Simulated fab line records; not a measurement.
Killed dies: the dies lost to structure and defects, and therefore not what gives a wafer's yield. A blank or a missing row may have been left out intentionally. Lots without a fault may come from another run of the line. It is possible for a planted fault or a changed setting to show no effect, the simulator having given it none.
Which tool did it? ; flow gf180mcu ; Sampling: 13 lots, 39 wafers, 4 of 602 route steps

== WHAT THE GAUGES SHOWED, per wafer ==
GF_DUAL_GATE_THK_MEAS_03.
lot;measured;on;DUAL_GATE_OXIDATION_00_THK (nm)
L493;day 7 23:58;filmMetro-02;11.00 10.86 10.94
L494;day 8 03:22;filmMetro-03;10.95 10.99 11.14
L496;day 8 23:08;filmMetro-01;10.84 11.03 10.91
L497;day 8 23:08;filmMetro-03;11.17 11.00 11.10
L500;day 9 12:27;filmMetro-02;10.74 10.73 10.97
L506;day 11 09:29;filmMetro-03;10.69 10.72 10.43
L508;day 11 20:04;filmMetro-03;10.83 10.75 10.69
L509;day 12 04:13;filmMetro-01;10.97 11.05 11.17
L510;day 12 12:05;filmMetro-03;10.99 10.85 10.91
L511;day 12 18:58;filmMetro-02;10.70 10.59 10.65
L514;day 13 16:44;filmMetro-02;10.97 11.08 10.86
L515;day 13 22:14;filmMetro-01;10.69 10.48 10.68
L516;day 14 05:04;filmMetro-01;10.83 11.13 10.97

GF_POLY_GATE_CD_MEAS_18.
lot;measured;on;cdNm (nm)
L493;day 9 13:48;cdSem-01;277.8 275.2 278.2
L494;day 9 17:23;cdSem-01;280.5 280.8 279.6
L496;day 10 13:49;cdSem-01;281.6 280.1 282.1
L497;day 10 16:28;cdSem-01;281.8 278.0 281.2
L500;day 11 04:50;cdSem-01;280.5 281.7 282.3
L506;day 13 05:06;cdSem-02;277.8 278.6 276.2
L508;day 13 18:02;cdSem-01;280.6 278.4 280.5
L509;day 14 01:07;cdSem-01;284.8 283.7 284.7
L510;day 14 13:31;cdSem-02;284.2 280.5 278.8
L511;day 14 19:27;cdSem-01;281.7 279.7 280.2
L514;day 15 18:53;cdSem-02;277.7 282.4 278.2
L515;day 15 23:25;cdSem-02;279.0 282.6 279.3
L516;day 16 04:44;cdSem-01;282.5 279.8 277.9

== WHICH TOOL RAN EACH LOT (tool, then ch and the chambers of the sampled wafers, then the start) ==
lot;GF_VT_IMPLANT_STRIP_09;GF_POLY_GATE_STRIP_14
L493;plasmaAsher-02 ch 1, day 5 22:23;plasmaAsher-04 ch 0,1, day 9 12:11
L494;plasmaAsher-02 ch 0,1, day 6 01:53;plasmaAsher-04 ch 0,1, day 9 15:56
L496;plasmaAsher-04 ch 0,1, day 6 19:15;plasmaAsher-04 ch 0,1, day 10 12:20
L497;plasmaAsher-04 ch 0,1, day 6 19:38;plasmaAsher-04 ch 0,1, day 10 14:19
L500;plasmaAsher-02 ch 1, day 7 08:56;plasmaAsher-02 ch 0, day 11 03:20
L506;plasmaAsher-02 ch 0,1, day 9 01:00;plasmaAsher-04 ch 1, day 13 02:43
L508;plasmaAsher-03 ch 0,1, day 9 11:18;plasmaAsher-01 ch 1, day 13 14:55
L509;plasmaAsher-02 ch 0,1, day 9 18:03;plasmaAsher-01 ch 0,1, day 13 22:34
L510;plasmaAsher-02 ch 0,1, day 9 23:33;plasmaAsher-04 ch 0,1, day 14 08:06
L511;plasmaAsher-04 ch 0,1, day 10 07:41;plasmaAsher-01 ch 0, day 14 16:43
L514;plasmaAsher-04 ch 0,1, day 11 04:25;plasmaAsher-01 ch 0,1, day 15 17:25
L515;plasmaAsher-03 ch 0,1, day 11 09:30;plasmaAsher-01 ch 0,1, day 15 21:13
L516;plasmaAsher-04 ch 0,1, day 11 14:27;plasmaAsher-01 ch 0,1, day 16 03:16
- GF_VT_IMPLANT_STRIP_09: strips in O2/N2.
- GF_POLY_GATE_STRIP_14: strips in O2/N2.

== WHAT THE TOOLS THEMSELVES READ (means of the sampled wafers that have a number; where no wafer has one, the mark that the record gives instead) ==
GF_VT_IMPLANT_STRIP_09.
lot;tool;chamberPressureMTorr (mTorr);drypumpMotorCurrentA (A);heaterPowerW (W);oesProductAu (a.u.);platenTempC (C);stripTimeToEndpointS (s)
L493;plasmaAsher-02;1499.2;6.2;328;0.719;250.01;12.61
L494;plasmaAsher-02;1499.9;5.7;343;0.717;250.01;12.63
L496;plasmaAsher-04;1499.5;5.8;367;0.715;249.96;12.60
L497;plasmaAsher-04;1498.3;5.4;360;0.720;250.10;12.60
L500;plasmaAsher-02;1500.4;6.2;328;0.719;250.04;12.60
L506;plasmaAsher-02;1500.7;5.2;362;0.719;249.81;12.65
L508;plasmaAsher-03;1498.2;4.8;304;0.715;250.05;12.67
L509;plasmaAsher-02;1499.5;5.7;343;0.713;249.84;12.64
L510;plasmaAsher-02;1499.5;5.2;356;0.719;249.95;12.67
L511;plasmaAsher-04;1499.9;5.4;365;0.718;250.07;12.59
L514;plasmaAsher-04;1501.2;5.8;367;0.718;250.08;12.64
L515;plasmaAsher-03;1500.5;4.8;326;0.714;250.06;12.67
L516;plasmaAsher-04;1500.9;5.4;368;0.714;249.92;12.62

GF_POLY_GATE_STRIP_14.
lot;tool;chamberPressureMTorr (mTorr);drypumpMotorCurrentA (A);heaterPowerW (W);oesProductAu (a.u.);platenTempC (C)
L493;plasmaAsher-04;1501.5;5.4;363;0.503;250.18
L494;plasmaAsher-04;1501.2;5.4;370;0.500;249.84
L496;plasmaAsher-04;1499.5;5.4;365;0.502;249.90
L497;plasmaAsher-04;1500.2;5.7;363;0.505;249.80
L500;plasmaAsher-02;1500.2;4.7;383;0.501;250.06
L506;plasmaAsher-04;1500.3;6.1;376;0.505;249.89
L508;plasmaAsher-01;-;-;-;-;-
L509;plasmaAsher-01;-;-;-;-;-
L510;plasmaAsher-04;1500.5;5.8;366;0.503;250.09
L511;plasmaAsher-01;1501.1;5.2;327;0.508;249.98
L514;plasmaAsher-01;1499.1;5.3;338;0.501;250.12
L515;plasmaAsher-01;1500.1;5.3;335;0.504;250.22
L516;plasmaAsher-01;1499.3;5.3;337;0.510;250.11

== THE ANSWER, worked out from the rows above alone ==
Rule: the usual values come from the lots themselves. Put in order of their means at a reading, lots are off if they are a third of the lots or fewer, leave a main group of 4 or more, and stand apart from it by a gap of 3 or more times the standard deviation of the main group's means; of several such gaps the widest counts. Not used: any main group whose means are identical at the precision the tables above print for the reading. Also off: a lot with no number at a reading for which 4 or more lots have one. All remaining lots with rows at the step are treated as sound. Order of review: gauges by route order, followed by the tools' own readings, for which a lot's mean as printed above is used. At the first step where some lot is off, the reading lying furthest off is the one used; lots without a number count as furthest.
Off: L508, L509, at GF_POLY_GATE_STRIP_14 (chamberPressureMTorr). Without a number there: L508, L509. The main group: mean 1500.3 mTorr, standard deviation 0.74.
A tool fits if, at that step or a process step before it, it ran every lot that is off, and no sound lot after the first of them. Of those tried, none fits.

== WHAT THE SIMULATOR HAD INSERTED ==
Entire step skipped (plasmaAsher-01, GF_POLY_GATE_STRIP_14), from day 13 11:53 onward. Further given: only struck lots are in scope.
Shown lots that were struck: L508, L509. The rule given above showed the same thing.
